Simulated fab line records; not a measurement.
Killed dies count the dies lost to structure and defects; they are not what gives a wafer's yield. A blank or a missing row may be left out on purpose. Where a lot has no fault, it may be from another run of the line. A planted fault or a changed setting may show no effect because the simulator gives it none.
fab line records + flow sky130
record:
- lots: 14
- wafers: 42
- last_day: 50
route steps=708 shown SONOS_TUNNEL@158 PAD_OPEN@708
lots that met no fault: taken from a fault-free run of the same line
start_h: start of the lot's first displayed wafer, in hours after the record's first day + wait_h: hours since the lot's step before + " repeats the value in the row above + L1.1+2: one row covering several wafers at once + - either no value or no given start + * or withheld: withheld + < > ~ a bound
route shown NAME@n: names a module that has steps shown in the file, with the first one's number in the route + usual: mean/standard deviation taken from wafers without a fault + same: alike in all rows + chamber/n: place in a boat + sites: readings site by site + _std_site: the values' standard deviation + _edge_site: inner sites' mean taken away from outer sites' mean + radius_mm: how far each site lies from the wafer's centre + mask NAME#n: copy n + behind: the tool/chamber that last shaped the wafer + hold: why the lot went on hold/how many hours it stayed there/how the hold came to an end + device: whichever transistor did not switch (one of n, p or np) + end of line: the same wafers' tests at the end of the route + for a step that has no rows: nothing shown but its recipe + killed: at the first sort, the dies lost to defects and structure; wafer yield is something else + map: dies across one wafer; x = killed, . = not, _ = none there
set.NAME: the setting the step ran with; set.NAME@STEP: the setting that earlier step ran with + model.NAME: the simulator's own value behind a step, which no gauge read
the route's steps for a sample of lots (tables are steps, rows are wafers)
services: when a tool's chamber went out of use (start_h, in hours from the record's first day, below 0 if earlier), for how many hours, and the reason
== steps ==
step: SKY_SONOS_TUNNEL_EXPOSE_04
recipe:
- mask_id: TUNM
- na: 0.6
- source_shape: conventional
- sigma_outer: 0.6
- polarization: unpolarized
- target_cd_nm: 410
- dose_mj: 136
usual:
- exposure_dose_mJ_cm2: 135.98/0.13
- stage_vel_mm_s: 500.00/0.21
| lot.wafer | tool             | chamber | start_h | wait_h | mask   | exposure_dose_mJ_cm2 | stage_vel_mm_s |
|-----------|------------------|---------|---------|--------|--------|----------------------|----------------|
| L987.3    | iline_stepper-01 | 0       | 229.06  | -      | TUNM#0 | 135.85               | 500.29         |
| L987.4    | "                | 0       | "       | "      | TUNM#0 | 136.09               | 500.49         |
| L987.5    | "                | 0       | "       | "      | TUNM#0 | 135.92               | 499.92         |
| L988.1    | iline_stepper-01 | 0       | 235.02  | -      | TUNM#0 | 136.04               | 500.07         |
| L988.4    | "                | 0       | "       | "      | TUNM#0 | 135.99               | 500.29         |
| L988.6    | "                | 0       | "       | "      | TUNM#0 | 136.12               | 500.10         |
| L989.1    | iline_stepper-02 | 0       | 241.50  | -      | TUNM#0 | 136.15               | 499.78         |
| L989.2    | "                | 0       | "       | "      | TUNM#0 | 136.07               | 500.34         |
| L989.6    | "                | 0       | "       | "      | TUNM#0 | 136.11               | 500.00         |
| L991.1    | iline_stepper-02 | 0       | 259.02  | -      | TUNM#0 | 135.86               | 500.19         |
| L991.3    | "                | 0       | "       | "      | TUNM#0 | 135.74               | 500.05         |
| L991.6    | "                | 0       | "       | "      | TUNM#0 | 136.06               | 500.04         |
| L992.1    | iline_stepper-01 | 0       | 268.01  | -      | TUNM#0 | 136.12               | 500.20         |
| L992.4    | "                | 0       | "       | "      | TUNM#0 | 135.93               | 500.33         |
| L992.6    | "                | 0       | "       | "      | TUNM#0 | 135.91               | 499.89         |
| L993.1    | iline_stepper-02 | 0       | 272.35  | -      | TUNM#0 | 136.12               | 500.02         |
| L993.3    | "                | 0       | "       | "      | TUNM#0 | 136.03               | 499.63         |
| L993.5    | "                | 0       | "       | "      | TUNM#0 | 136.17               | 499.86         |
| L997.2    | iline_stepper-01 | 0       | 306.27  | -      | TUNM#0 | 135.99               | 500.13         |
| L997.3    | "                | 0       | "       | "      | TUNM#0 | 135.88               | 500.42         |
| L997.5    | "                | 0       | "       | "      | TUNM#0 | 136.12               | 500.08         |
| L999.1    | iline_stepper-01 | 0       | 316.77  | -      | TUNM#0 | 92.90                | 499.97         |
| L999.2    | "                | 0       | "       | "      | TUNM#0 | 92.84                | 499.86         |
| L999.6    | "                | 0       | "       | "      | TUNM#0 | 93.03                | 499.75         |
| L100.3    | iline_stepper-01 | 0       | 321.19  | -      | TUNM#0 | 92.73                | 499.91         |
| L100.4    | "                | 0       | "       | "      | TUNM#0 | 92.81                | 500.43         |
| L100.5    | "                | 0       | "       | "      | TUNM#0 | 92.88                | 500.00         |
| L104.1    | iline_stepper-02 | 0       | 356.82  | -      | TUNM#0 | 136.01               | 500.08         |
| L104.5    | "                | 0       | "       | "      | TUNM#0 | 135.93               | 499.93         |
| L104.6    | "                | 0       | "       | "      | TUNM#0 | 135.87               | 499.78         |
| L106.1    | iline_stepper-02 | 0       | 368.53  | -      | TUNM#0 | 135.99               | 499.90         |
| L106.4    | "                | 0       | "       | "      | TUNM#0 | 136.01               | 499.79         |
| L106.5    | "                | 0       | "       | "      | TUNM#0 | 135.91               | 499.96         |
| L107.2    | iline_stepper-02 | 0       | 382.62  | -      | TUNM#0 | 136.09               | 499.74         |
| L107.4    | "                | 0       | "       | "      | TUNM#0 | 136.14               | 500.24         |
| L107.6    | "                | 0       | "       | "      | TUNM#0 | 136.18               | 500.08         |
| L108.1    | iline_stepper-02 | 0       | 388.13  | -      | TUNM#0 | 136.09               | 499.62         |
| L108.3    | "                | 0       | "       | "      | TUNM#0 | 136.16               | 499.76         |
| L108.5    | "                | 0       | "       | "      | TUNM#0 | 136.16               | 499.49         |
| L110.2    | iline_stepper-02 | 0       | 400.25  | -      | TUNM#0 | 135.98               | 499.85         |
| L110.3    | "                | 0       | "       | "      | TUNM#0 | 135.98               | 499.92         |
| L110.5    | "                | 0       | "       | "      | TUNM#0 | 136.06               | 499.96         |
step: SKY_SONOS_TUNNEL_CD_MEAS_07
recipe:
- target_cd_nm: 410
usual:
- cd_nm: 409.9/2.7
| lot.wafer | tool      | chamber | start_h | wait_h | cd_nm |
|-----------|-----------|---------|---------|--------|-------|
| L987.3    | cd_sem-02 | -       | 240.12  | 0.1    | 413.8 |
| L987.4    | "         | -       | "       | "      | 412.2 |
| L987.5    | "         | -       | "       | "      | 412.7 |
| L988.1    | cd_sem-02 | -       | 246.70  | 0.1    | 411.0 |
| L988.4    | "         | -       | "       | "      | 409.3 |
| L988.6    | "         | -       | "       | "      | 411.5 |
| L989.1    | cd_sem-01 | -       | 252.17  | 0.1    | 407.0 |
| L989.2    | "         | -       | "       | "      | 406.1 |
| L989.6    | "         | -       | "       | "      | 407.7 |
| L991.1    | cd_sem-02 | -       | 270.33  | 0.1    | 409.4 |
| L991.3    | "         | -       | "       | "      | 407.9 |
| L991.6    | "         | -       | "       | "      | 409.3 |
| L992.1    | cd_sem-01 | -       | 279.28  | 0.1    | 409.5 |
| L992.4    | "         | -       | "       | "      | 409.6 |
| L992.6    | "         | -       | "       | "      | 411.2 |
| L993.1    | cd_sem-01 | -       | 284.40  | 0.1    | 409.1 |
| L993.3    | "         | -       | "       | "      | 411.8 |
| L993.5    | "         | -       | "       | "      | 412.5 |
| L997.2    | cd_sem-02 | -       | 318.64  | 0.1    | 413.0 |
| L997.3    | "         | -       | "       | "      | 415.3 |
| L997.5    | "         | -       | "       | "      | 414.1 |
| L999.1    | cd_sem-01 | -       | 329.08  | 0.1    | 300.2 |
| L999.2    | "         | -       | "       | "      | 303.8 |
| L999.6    | "         | -       | "       | "      | 299.8 |
| L100.3    | cd_sem-02 | -       | 333.77  | 0.1    | 301.2 |
| L100.4    | "         | -       | "       | "      | 301.2 |
| L100.5    | "         | -       | "       | "      | 299.6 |
| L104.1    | cd_sem-02 | -       | 370.54  | 0.2    | 406.0 |
| L104.5    | "         | -       | "       | "      | 404.7 |
| L104.6    | "         | -       | "       | "      | 406.2 |
| L106.1    | cd_sem-01 | -       | 382.92  | 0.1    | 407.4 |
| L106.4    | "         | -       | "       | "      | 406.7 |
| L106.5    | "         | -       | "       | "      | 409.0 |
| L107.2    | cd_sem-01 | -       | 395.85  | 0.1    | 408.2 |
| L107.4    | "         | -       | "       | "      | 407.9 |
| L107.6    | "         | -       | "       | "      | 408.4 |
| L108.1    | cd_sem-02 | -       | 402.68  | 0.1    | 413.0 |
| L108.3    | "         | -       | "       | "      | 410.2 |
| L108.5    | "         | -       | "       | "      | 414.5 |
| L110.2    | cd_sem-01 | -       | 415.55  | 0.1    | 408.2 |
| L110.3    | "         | -       | "       | "      | 408.3 |
| L110.5    | "         | -       | "       | "      | 407.7 |
step: SKY_PAD_OPEN_PROBE_99
usual:
- killed_at_M0_to_M3: 42/7.4
- killed_at_M4_up: 3.4/1.8
- killed_at_contacts: 25/5.4
- killed_at_front_end: 15/4.4
- killed_at_other: 0.2/0.52
- killed_dies: 86/9.3
- killed_on_rim: 17/3.9
- killed_open: 47/7.6
- killed_short: 39/6.5
same:
- gross_dies: 492
- killed_at_back_side: 0
| lot.wafer | tool      | chamber | start_h | wait_h | killed_at_M0_to_M3 | killed_at_M4_up | killed_at_contacts | killed_at_front_end | killed_at_other | killed_dies | killed_on_rim | killed_open | killed_short |
|-----------|-----------|---------|---------|--------|--------------------|-----------------|--------------------|---------------------|-----------------|-------------|---------------|-------------|--------------|
| L999.2    | prober-02 | -       | 1138.26 | 0.1    | 49                 | 2               | 25                 | 17                  | 0               | 93          | 18            | 50          | 43           |
| L100.4    | prober-01 | -       | 1140.55 | 0.2    | 49                 | 5               | 15                 | 21                  | 0               | 90          | 14            | 43          | 47           |
| L100.5    | prober-01 | -       | 1140.60 | 0.2    | 50                 | 5               | 30                 | 21                  | 1               | 107         | 21            | 64          | 43           |
killed by level:class
L999.2 LI_CONTACT:geometric_particle:open=10 CONTACT:geometric_particle:open=8 VIA1:geometric_particle:open=8 VIA2:geometric_particle:open=8 VIA3:geometric_particle:open=7 FIELD_ISO:geometric_particle:short=6 METAL2:geometric_particle:short=6 METAL1:geometric_particle:short=5
L100.4 METAL1:geometric_particle:short=9 VIA1:geometric_particle:open=9 FIELD_ISO:geometric_particle:short=8 VIA2:geometric_particle:open=8 METAL2:geometric_particle:short=6 VIA3:geometric_particle:open=6 FIELD_ISO:geometric_particle:open=5 LI_CONTACT:geometric_particle:open=5
L100.5 VIA1:geometric_particle:open=17 LI_CONTACT:geometric_particle:open=10 FIELD_ISO:geometric_particle:short=8 VIA2:geometric_particle:open=8 FIELD_ISO:geometric_particle:open=6 CONTACT:geometric_particle:open=6 CONTACT:geometric_particle:short=6 VIA3:geometric_particle:open=6
== services ==
| tool             | chamber | start_h | hours | kind   |
|------------------|---------|---------|-------|--------|
| iline_stepper-02 | -       | 224.34  | 1.7   | pm     |
| iline_stepper-02 | -       | 342.11  | 2.8   | repair |
| iline_stepper-01 | -       | 391.35  | 8.9   | pm     |
| iline_stepper-01 | -       | 400.24  | 1.7   | pm     |
== key ==
first_sign:
- step: SKY_SONOS_TUNNEL_EXPOSE_04
- reading: exposure_dose_mJ_cm2
- direction: down
- sigmas: 99+
- usual: *
- struck: *
effect:
- step: SKY_SONOS_TUNNEL_CD_MEAS_07
- reading: cd_nm
- direction: down
- sigmas: 40
- usual: 409.9
- struck: 301.0
met_at SKY_SONOS_TUNNEL_EXPOSE_04
struck_lots L999,L100
tester_left_out L999,L100
onset_between 306.27 316.77
fault:
- kind: process_parameter_drift
- tool: iline_stepper-01
- chamber: -
- onset_h: 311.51
- steps: SKY_SONOS_TUNNEL_EXPOSE_04
- channel: dose_mj
- offset: -43.066
- shape: step
- acts_in: these_recipes_only
- stated: 136
tester_left_out: of these lots the tester's yield and bins aren't shown, on N5 and GAA mostly nor the transistor test; their killed dies are dies lost to structure and defects alone, not to doping, threshold or leakage, so they don't give the yield
